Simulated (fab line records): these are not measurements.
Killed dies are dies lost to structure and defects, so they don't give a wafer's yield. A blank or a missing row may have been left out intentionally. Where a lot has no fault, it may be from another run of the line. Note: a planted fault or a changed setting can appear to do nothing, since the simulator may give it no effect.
fab line records	flow sky130
[record] lots = 5	wafers = 15	last_day = 50
route steps=708 shown SD_P@359 RES_XHIGH@360 SALICIDE@361 LI_CONTACT@362 PAD_OPEN@708
lots that met no fault: taken from a fault-free run of the same line
start_h: hours from the record's opening day to when the first of the lot's shown wafers began	wait_h: time in hours since the lot's previous step	" repeats the value in the row above	L1.1+2: several wafers, shown together as one row	- no value, or no start given	* or withheld: withheld	< > ~ a bound
route shown NAME@n: a module of which the file shows steps, and the number in the route of the first	usual: the fault-free wafers' mean and standard deviation	same: alike in all rows	chamber/n: place in a boat	sites: the reading at each site	_std_site: standard deviation of those values	_edge_site: the outer-site mean with the inner-site mean subtracted	radius_mm: for every site, how far away it sits from the centre of the wafer	mask NAME#n: copy n	behind: the tool/chamber that last shaped the wafer	hold: the reason the lot was held/the length of the hold in hours/how it ended	device: whichever transistor did not switch (one of n, p or np)	end of line: the tests these same wafers got at the end of their route	a step given without rows: its recipe and nothing more	killed: not the wafer's yield, but the dies lost to structure and defects at the first sort	map: shows each die of a wafer: x if killed, . if not, _ if none is there
set.NAME: the setting the step ran with; set.NAME@STEP: the setting that earlier step ran with	model.NAME: the simulator's own value behind a step, which no gauge read
lots at selected steps of the route; one table per step, one row per wafer
services: when a tool's chamber went out of use (start_h, in hours from the record's first day, below 0 if earlier), for how many hours, and the reason
[[steps]]
[step SKY_SD_N_RS_MEAS_17]
[recipe] thk_meas_gauge = four-point-probe
[usual] SD_P_RS = 146.9/0.44
lot.wafer	tool	chamber	start_h	wait_h	SD_P_RS[ohm/sq]
L804.1	film_metro-02	-	721.60	0.1	146.9
L804.3	"	-	"	"	147.0
L804.4	"	-	"	"	147.3
L806.2	film_metro-02	-	741.90	0.1	147.5
L806.5	"	-	"	"	147.4
L806.6	"	-	"	"	147.1
L815.3	film_metro-01	-	804.79	0.1	146.4
L815.5	"	-	"	"	146.6
L815.6	"	-	"	"	146.1
L816.1	film_metro-02	-	808.83	0.1	147.6
L816.2	"	-	"	"	147.9
L816.4	"	-	"	"	147.9
L817.1	film_metro-01	-	818.38	0.1	146.8
L817.3	"	-	"	"	147.1
L817.5	"	-	"	"	147.3
[step SKY_SD_N_RS_MEAS_18]
[recipe] thk_meas_gauge = four-point-probe
[usual] RES_XHIGH_RS = 332.9/1.3
lot.wafer	tool	chamber	start_h	wait_h	RES_XHIGH_RS[ohm/sq]
L804.1	film_metro-02	-	721.72	0.1	332.9
L804.3	"	-	"	"	332.7
L804.4	"	-	"	"	330.8
L806.2	film_metro-02	-	742.02	0.1	332.7
L806.5	"	-	"	"	331.4
L806.6	"	-	"	"	334.2
L815.3	film_metro-01	-	804.91	0.1	332.7
L815.5	"	-	"	"	333.7
L815.6	"	-	"	"	334.0
L816.1	film_metro-02	-	808.95	0.1	332.8
L816.2	"	-	"	"	333.2
L816.4	"	-	"	"	332.2
L817.1	film_metro-01	-	818.50	0.1	332.6
L817.3	"	-	"	"	333.3
L817.5	"	-	"	"	332.8
[step SKY_SALICIDE_CLEAN_00]
[recipe] chemistry = HF-last	time_s = 30	dilution = 100:1	dry = ipa_marangoni
[step SKY_LI_CONTACT_HDPCVD_00]
[recipe] material = PSG	target_thk_nm = 930	sigma_open_frac = 0.3	time_s = 155	temp_c = 600	sih4_flow_sccm = 60	pressure_mtorr = 6
[step SKY_LI_CONTACT_THK_MEAS_01]
[recipe] reads = PSG_of_LI_CONTACT_HDPCVD_00
[usual] LI_CONTACT_HDPCVD_THK = 931/11
lot.wafer	tool	chamber	start_h	wait_h	LI_CONTACT_HDPCVD_THK[nm]
L804.1	film_metro-01	-	721.97	0.1	937
L804.3	"	-	"	"	940
L804.4	"	-	"	"	941
L806.2	film_metro-04	-	742.25	0.1	916
L806.5	"	-	"	"	928
L806.6	"	-	"	"	916
L815.3	film_metro-04	-	805.13	0.1	947
L815.5	"	-	"	"	941
L815.6	"	-	"	"	904
L816.1	film_metro-01	-	809.19	0.1	931
L816.2	"	-	"	"	936
L816.4	"	-	"	"	926
L817.1	film_metro-04	-	818.76	0.1	926
L817.3	"	-	"	"	918
L817.5	"	-	"	"	927
[step SKY_LI_CONTACT_CMP_02]
[recipe] material = PSG	down_force_psi = 4	platen_rpm = 60	pad_velocity_m_s = 0.94248
[usual] motor_current_A = 12.1/0.91	slurry_flow_ml_min = 150.1/0.47	time_to_endpoint_s = 32.2/2.6
lot.wafer	tool	chamber	start_h	wait_h	motor_current_A	slurry_flow_ml_min	time_to_endpoint_s
L804.1	cmp-02	3	722.03	0.1	11.0	150.5	30.8
L804.4	"	0	"	"	12.4	150.4	33.8
L804.3	"	2	"	"	11.9	149.9	30.7
L806.2	cmp-02	2	742.45	0.2	12.0	150.0	28.1
L806.5	"	3	"	"	11.8	149.6	33.4
L806.6	"	0	"	"	13.2	149.4	32.2
L815.3	cmp-02	0	805.17	0.0	13.3	150.2	33.8
L815.5	"	0	"	"	13.3	150.2	35.7
L815.6	"	1	"	"	12.8	150.6	30.5
L816.4	cmp-01	2	809.25	0.0	10.0	149.8	32.5
L816.1	"	0	"	"	12.1	150.3	29.2
L816.2	"	1	"	"	12.3	150.2	32.0
L817.1	cmp-01	2	818.87	0.1	10.9	150.5	33.0
L817.3	"	3	"	"	11.8	149.7	28.2
L817.5	"	2	"	"	10.1	150.2	31.3
[step SKY_LI_CONTACT_BOW_MEAS_03]
[recipe] mode = bow
[usual] LI_CONTACT_BOW = 55/6.5
lot.wafer	tool	chamber	start_h	wait_h	LI_CONTACT_BOW[um]
L804.1	film_metro-01	-	722.33	0.2	62
L804.3	"	-	"	"	43
L804.4	"	-	"	"	52
L806.2	film_metro-01	-	742.62	0.1	52
L806.5	"	-	"	"	41
L806.6	"	-	"	"	66
L815.3	film_metro-01	-	805.51	0.3	56
L815.5	"	-	"	"	51
L815.6	"	-	"	"	65
L816.1	film_metro-01	-	809.55	0.1	48
L816.2	"	-	"	"	53
L816.4	"	-	"	"	67
L817.1	film_metro-02	-	819.12	0.2	49
L817.3	"	-	"	"	49
L817.5	"	-	"	"	57
[step SKY_LI_CONTACT_DEHYDRATE_04]
[recipe] temp_c = 200	time_s = 60
[step SKY_LI_CONTACT_HMDS_05]
[recipe] prime_time_s = 60	prime_temp_c = 120
[step SKY_LI_CONTACT_COAT_06]
[recipe] resist = BARC	temp_c = withheld	time_s = withheld	spin_rpm = 3000	resist_thk_nm = 60
[step SKY_LI_CONTACT_COAT_07]
[recipe] resist = KrF-thick	spin_rpm = 3000	resist_thk_nm = 450
[step SKY_LI_CONTACT_SOFTBAKE_08]
[recipe] temp_c = 100	time_s = 90	resist = KrF-thick
[step SKY_LI_CONTACT_EXPOSE_09]
[recipe] mask_id = LICM1	na = 0.8	source_shape = annular	sigma_inner = 0.55	sigma_outer = 0.85	target_cd_nm = 170	dose_mj = 38
[usual] exposure_dose_mJ_cm2 = 37.92/0.038
[same] na = 0.8	sigma_outer = 0.85
lot.wafer	tool	chamber	start_h	wait_h	mask	exposure_dose_mJ_cm2
L804.1	krf_scanner-02	0	736.58	-	LICM1#0	37.90
L804.3	"	0	"	"	LICM1#0	38.00
L804.4	"	0	"	"	LICM1#0	37.90
L806.2	krf_scanner-02	0	756.51	-	LICM1_R1#0	37.93
L806.5	"	0	"	"	LICM1_R1#0	37.91
L806.6	"	0	"	"	LICM1_R1#0	37.91
L815.3	krf_scanner-02	0	818.29	-	LICM1#0	37.98
L815.5	"	0	"	"	LICM1#0	37.99
L815.6	"	0	"	"	LICM1#0	37.93
L816.1	krf_scanner-01	0	823.34	-	LICM1#0	37.89
L816.2	"	0	"	"	LICM1#0	37.93
L816.4	"	0	"	"	LICM1#0	37.89
L817.1	krf_scanner-02	0	832.55	-	LICM1#0	37.86
L817.3	"	0	"	"	LICM1#0	37.92
L817.5	"	0	"	"	LICM1#0	37.91
[step SKY_LI_CONTACT_PEB_10]
[recipe] peb_temp_c = withheld	peb_time_s = withheld	resist = KrF-thick
[step SKY_LI_CONTACT_DEVELOP_11]
[recipe] develop_time_s = 60	resist = KrF-thick	dev_temp_c = 21
[step SKY_LI_CONTACT_CD_MEAS_12]
[recipe] target_cd_nm = 170
[usual] cd_nm = 170.4/1.3
lot.wafer	tool	chamber	start_h	wait_h	cd_nm
L804.1	cd_sem-02	-	750.15	-	167.6
L804.3	"	-	"	"	168.8
L804.4	"	-	"	"	168.8
L806.2	cd_sem-01	-	770.14	-	136.7
L806.5	"	-	"	"	138.6
L806.6	"	-	"	"	136.8
L815.3	cd_sem-02	-	831.36	-	171.2
L815.5	"	-	"	"	170.8
L815.6	"	-	"	"	169.6
L816.1	cd_sem-01	-	836.00	-	168.5
L816.2	"	-	"	"	168.0
L816.4	"	-	"	"	168.1
L817.1	cd_sem-01	-	845.02	-	170.7
L817.3	"	-	"	"	170.8
L817.5	"	-	"	"	170.8
[step SKY_LI_CONTACT_OVL_MEAS_13]
[usual] LI_CONTACT_OVL = 2/4.9
lot.wafer	tool	chamber	start_h	wait_h	LI_CONTACT_OVL[nm]
L804.1	overlay-01	-	750.27	0.1	4
L804.3	"	-	"	"	-3
L804.4	"	-	"	"	2
L806.2	overlay-02	-	770.25	0.1	6
L806.5	"	-	"	"	4
L806.6	"	-	"	"	3
L815.3	overlay-01	-	831.45	0.1	2
L815.5	"	-	"	"	-3
L815.6	"	-	"	"	15
L816.1	overlay-02	-	836.12	0.1	-3
L816.2	"	-	"	"	0
L816.4	"	-	"	"	-2
L817.1	overlay-01	-	845.14	0.1	5
L817.3	"	-	"	"	2
L817.5	"	-	"	"	-4
[step SKY_LI_CONTACT_ETCH_14]
[recipe] chemistry = N2/H2	target = BARC	ion_energy_ev = 200	source_w = 500	bias_w = 101.1	pressure_mtorr = 30	n2_flow_sccm = 100	h2_flow_sccm = 200	stop_on = SiO2	time_s = 45.9	target_depth_a = 600
[usual] drypump_motor_current_A = 5.8/0.4	oes_product_au = 0.854/0.0053	throttle_valve_pct = 13.224/0.0086
lot.wafer	tool	chamber	start_h	wait_h	drypump_motor_current_A	oes_product_au	rf_hours_counter_h	throttle_valve_pct	model.LI_CONTACT.cd_nm
L804.1	rie_diel-03	3	750.31	0.0	5.5	0.851	8	13.216	167.6
L804.3	"	2	"	"	5.6	0.849	11	13.235	167.8
L804.4	"	3	"	"	5.5	0.848	-	13.236	168.9
L806.2	rie_diel-04	3	770.28	0.0	5.5	0.856	5	13.232	136
L806.5	"	3	"	"	5.5	0.862	-	13.224	137.9
L806.6	"	2	"	"	6.3	0.859	-	13.203	137.4
L815.3	rie_diel-04	0	831.48	0.0	5.6	0.847	5	13.211	171.1
L815.5	"	2	"	"	6.3	0.852	-	13.235	170.5
L815.6	"	3	"	"	5.5	0.856	-	13.231	169.3
L816.1	rie_diel-01	1	836.16	0.0	6.6	0.844	5	13.217	167.3
L816.2	"	2	"	"	6.0	0.855	2	13.230	166.4
L816.4	"	3	"	"	5.6	0.849	3	13.210	167.6
L817.1	rie_diel-03	2	845.18	0.0	5.6	0.855	14	13.220	171
L817.3	"	1	"	"	5.7	0.850	1	13.236	171.5
L817.5	"	0	"	"	5.7	0.853	-	13.234	171.1
[step SKY_LI_CONTACT_ETCH_15]
[recipe] target = PSG	chemistry = C4F8/O2/Ar	stop_on = Si	taper_deg = 4.15	mask_material = KrF-thick	source_w = 1500	bias_w = 1200	pressure_mtorr = 40	c4f8_flow_sccm = withheld	O2_flow_sccm = 6	Ar_flow_sccm = 300	time_s = withheld	target_depth_a = 6000
[usual] oes_product_au = 0.837/0.0047
lot.wafer	tool	chamber	start_h	wait_h	oes_product_au	model.LI_CONTACT.cd_nm
L804.1	rie_diel-03	3	750.35	0.0	0.840	167.1
L804.3	"	2	"	"	0.847	168.2
L804.4	"	3	"	"	0.841	168.3
L806.2	rie_diel-04	3	770.32	0.0	0.832	136.1
L806.5	"	3	"	"	0.843	137.8
L806.6	"	2	"	"	0.839	137.4
L815.3	rie_diel-04	0	831.52	0.0	0.836	171.7
L815.5	"	2	"	"	0.836	170.4
L815.6	"	3	"	"	0.842	169.4
L816.1	rie_diel-01	1	836.20	0.0	0.835	167.3
L816.2	"	2	"	"	0.840	165.9
L816.4	"	3	"	"	0.843	167.5
L817.1	rie_diel-03	2	845.22	0.0	0.834	171.3
L817.3	"	1	"	"	0.833	171.6
L817.5	"	0	"	"	0.828	171.2
[step SKY_LI_CONTACT_STRIP_16]
[recipe] chemistry = O2/N2	power_w = 1400	pressure_mtorr = 1500	platen_temp_c = withheld	o2_flow_sccm = 3000	n2_flow_sccm = 300	overash_fraction = 0.5
[usual] drypump_motor_current_A = 5.6/0.36	oes_product_au = 0.376/0.0045	strip_time_to_endpoint_s = 3.50/0.036
lot.wafer	tool	chamber	start_h	wait_h	drypump_motor_current_A	oes_product_au	rf_hours_counter_h	strip_time_to_endpoint_s
L804.1	plasma_asher-04	0	750.44	-	6.0	0.370	1	3.41
L804.3	"	0	"	"	6.0	0.367	-	3.47
L804.4	"	1	"	"	5.0	0.372	-	3.41
L806.2	plasma_asher-01	0	770.41	-	5.7	0.374	36	3.53
L806.5	"	0	"	"	5.7	0.378	-	3.56
L806.6	"	1	"	"	5.6	0.371	-	3.54
L815.3	plasma_asher-03	1	831.64	-	5.9	0.374	-	3.50
L815.5	"	1	"	"	5.9	0.378	-	3.51
L815.6	"	0	"	"	5.1	0.372	-	3.53
L816.1	plasma_asher-03	0	836.29	-	5.0	0.371	106	3.48
L816.2	"	1	"	"	5.9	0.376	106	3.49
L816.4	"	1	"	"	5.9	0.380	-	3.50
L817.1	plasma_asher-03	1	845.31	-	5.9	0.376	107	3.53
L817.3	"	1	"	"	5.9	0.379	-	3.50
L817.5	"	0	"	"	5.0	0.377	-	3.51
[step SKY_PAD_OPEN_PROBE_99]
[usual] killed_at_M0_to_M3 = 45/7.1	killed_at_M4_up = 3.0/1.8	killed_at_contacts = 24/5.4	killed_at_front_end = 16/4.9	killed_at_other = 0.3/0.63	killed_dies = 88/11	killed_on_rim = 17/3.4	killed_open = 47/7.4	killed_short = 40/7
[same] gross_dies = 492	killed_at_back_side = 0
lot.wafer	tool	chamber	start_h	wait_h	killed_at_M0_to_M3	killed_at_M4_up	killed_at_contacts	killed_at_front_end	killed_at_other	killed_dies	killed_on_rim	killed_open	killed_short
L806.2	prober-02	-	1141.89	0.1	36	2	349	19	0	406	45	30	42
L806.5	prober-02	-	1142.04	0.2	51	2	278	13	0	344	30	51	44
L806.6	prober-02	-	1142.09	0.2	47	1	300	22	2	372	46	48	45
L815.3	prober-01	-	1184.79	0.2	48	3	31	8	0	90	22	46	44
L815.5	prober-01	-	1184.89	0.2	37	2	20	11	1	71	16	37	34
L815.6	prober-01	-	1184.94	0.2	49	2	25	10	1	87	18	46	41
L816.1	prober-02	-	1188.41	0.1	46	7	26	11	0	90	15	45	45
L816.2	prober-02	-	1188.46	0.1	29	5	28	14	0	76	14	34	42
L816.4	prober-02	-	1188.56	0.2	36	1	26	21	0	84	14	56	28
// killed by level:class
L806.2 LI_CONTACT:area_expose=334 FIELD_ISO:geometric_particle:short=8 METAL2:geometric_particle:short=6 VIA2:geometric_particle:short=6 LI_CONTACT:geometric_particle:open=5 VIA1:geometric_particle:open=5 VIA3:geometric_particle:open=4 FIELD_ISO:geometric_particle:open=4
L806.5 LI_CONTACT:area_expose=249 CONTACT:geometric_particle:open=13 VIA1:geometric_particle:open=10 METAL1:geometric_particle:short=8 LI_CONTACT:geometric_particle:open=7 VIA3:geometric_particle:open=7 FIELD_ISO:geometric_particle:open=6 VIA1:geometric_particle:short=5
L806.6 LI_CONTACT:area_expose=279 CONTACT:geometric_particle:open=11 VIA1:geometric_particle:open=8 METAL1:geometric_particle:short=7 METAL2:geometric_particle:short=7 VIA3:geometric_particle:open=7 POLY_GATE:geometric_particle:short=6 SPACER:geometric_particle:open=5
L815.3 CONTACT:geometric_particle:open=13 VIA2:geometric_particle:open=8 METAL2:geometric_particle:short=7 LI_CONTACT:geometric_particle:short=6 METAL1:geometric_particle:short=6 VIA3:geometric_particle:open=6 LI_CONTACT:geometric_particle:open=5 VIA1:geometric_particle:open=5
L815.5 VIA2:geometric_particle:open=9 CONTACT:geometric_particle:open=7 VIA3:geometric_particle:open=7 CONTACT:geometric_particle:short=6 LI_CONTACT:geometric_particle:open=5 POLY_GATE:geometric_particle:short=4 METAL3:geometric_particle:short=4 METAL1:geometric_particle:short=4
L815.6 VIA2:geometric_particle:open=10 VIA3:geometric_particle:open=10 CONTACT:geometric_particle:open=8 METAL1:geometric_particle:short=7 LI_CONTACT:geometric_particle:open=6 LOCAL_INTERCONNECT:geometric_particle:short=6 METAL2:geometric_particle:short=6 VIA1:geometric_particle:open=5
L816.1 VIA1:geometric_particle:open=8 LI_CONTACT:geometric_particle:open=7 METAL1:geometric_particle:short=7 VIA3:geometric_particle:open=7 CONTACT:geometric_particle:short=6 VIA2:geometric_particle:open=6 VIA3:geometric_particle:short=6 METAL2:geometric_particle:short=5
L816.2 CONTACT:geometric_particle:open=9 VIA1:geometric_particle:open=8 LOCAL_INTERCONNECT:geometric_particle:short=6 METAL2:geometric_particle:short=6 LI_CONTACT:geometric_particle:short=5 LI_CONTACT:geometric_particle:open=5 FIELD_ISO:geometric_particle:short=4 VIA2:geometric_particle:open=4
L816.4 LI_CONTACT:geometric_particle:open=11 CONTACT:geometric_particle:open=8 FIELD_ISO:geometric_particle:open=7 VIA2:geometric_particle:open=7 VIA3:geometric_particle:open=7 POLY_GATE:geometric_particle:open=6 VIA1:geometric_particle:open=5 CONTACT:geometric_particle:short=4
// map L806.2 (x killed, . not)
__________xx.xxxx..._________
________x.x.xxxxx.x.x._______
______x..xxxxxxxxxxx.x.x_____
_____..xxxxxxxxxxxxxx....____
____x..xxxxx.xxxx.xxx.xxx.___
___.xxxxxxxxxxxxx.xxxxxxxx.__
__..x.xxxxxxxxxxxxxxxxxx.xx._
_x..xxxxxxxxxxxxxxxxxxxxxxxx.
_xxxxxxxxxxxxxxxxxxxxxxx.x.xx
_..xxxxxxxxxxxxxxxxxxxxxx..x.
_.xxxxxxxxxxxxxxxxxxxxxxxxxxx
_.xxxx.xxxxxxxxxxxxxxxxxxxxxx
_.xxxxxxxxxxxxxxxxxxxxxxxxxx.
_.xxxxxxxxxxxxxxxxxxxx.xxxxx.
_x.xxxxxxxxxxxxxxxxxxxxxx.x..
__.xxxxxxxxxxxxxxxxxxxxxxxx._
___x.xxxxxxxxxxxxxxxxxxxx.x__
____x.x.xxxxx.xxxxx.xx..xx___
_____..xxxxxxxxxxx.xxxxx.____
______x.x.x.x...xxxx.xx._____
________x.xx.xx.xxx..._______
__________xxx.xxxx.._________
// map L817.5 (x killed, . not)
__________..x....x.._________
________...x....xx..x._______
______....xx...x........_____
_____.....x..x...........____
____......xx..xxx..x......___
___.............x..x.......__
__.x.xx.x......x..x...x..x.x_
_............................
_...x.x....x...........x...x.
_......x.x....x.......x..x...
_......x...x..........xx.x...
_.................x..x.x.....
_..x.....x.....x.....x..x....
_x..x......xx.............x..
_..xx..................xx....
__.........x..............xx_
___.....................xx.__
____.....x....x.....x.x..x___
_____..x....x............____
______.x.x............x._____
________.......xx...x._______
__________x.xx......_________
[[services]]
tool	chamber	start_h	hours	kind
cmp-01	-	708.17	10.3	repair
rie_diel-03	-	723.28	0.9	repair
plasma_asher-04	-	733.75	9.0	pm
cmp-01	-	736.27	1.6	repair
cmp-01	-	738.17	0.7	repair
cmp-01	-	744.00	4.0	pm
rie_diel-03	1	749.67	1.2	repair
plasma_asher-03	-	752.68	1.3	repair
cmp-02	-	754.07	1.5	repair
krf_scanner-01	-	755.38	1.0	pm
krf_scanner-01	-	757.56	1.3	pm
krf_scanner-02	-	771.14	0.8	pm
cmp-02	-	774.28	4.3	pm
krf_scanner-02	-	777.80	4.4	pm
krf_scanner-02	-	788.27	1.0	pm
cmp-02	-	788.82	0.9	repair
rie_diel-03	1	797.27	2.6	repair
rie_diel-01	-	798.16	2.8	pm
rie_diel-03	-	805.66	0.3	repair
krf_scanner-02	-	809.53	1.3	pm
krf_scanner-01	-	810.83	0.8	pm
rie_diel-04	-	816.20	2.8	pm
cmp-02	-	824.78	1.7	repair
krf_scanner-01	-	824.80	0.3	repair
[[key]]
[first_sign] step = SKY_LI_CONTACT_EXPOSE_09	reading = mask	direction = changed
[effect] step = SKY_LI_CONTACT_CD_MEAS_12	reading = cd_nm	direction = down	sigmas = 25	usual = 170.4	struck = 137.4
[effect] step = SKY_PAD_OPEN_PROBE_99	reading = killed_at_contacts	direction = up	sigmas = 53	usual = 24	struck = 309
[model_effect] step = SKY_LI_CONTACT_ETCH_14	value = LI_CONTACT.cd_nm	without = 171.1	struck = 137.1
[model_effect] step = SKY_LI_CONTACT_ETCH_15	value = LI_CONTACT.cd_nm	without = 171.1	struck = 137.1
[more_kills_born_at] SKY_LI_CONTACT_EXPOSE_09@krf_scanner-02 = 862
met_at SKY_LI_CONTACT_EXPOSE_09
struck_wafers L806.2,L806.5,L806.6
later_rows_left_out L806.2,L806.5,L806.6
tester_left_out L806
onset_between 736.58 756.51
[fault] kind = wrong_mask	tool = any	chamber = -	onset_h = 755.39	steps = SKY_LI_CONTACT_EXPOSE_09	aux_copy = LICM1_R1#0	cd_offset_nm = -34	scope = struck_lots_only
// tester_left_out: of these lots the tester's yield and bins aren't shown, on N5 and GAA mostly nor the transistor test; their killed dies are dies lost to structure and defects alone, not to doping, threshold or leakage, so they don't give the yield
// later_rows_left_out: the simulator's readings of these wafers behind a module that went badly wrong aren't trusted and aren't shown, but for the sort
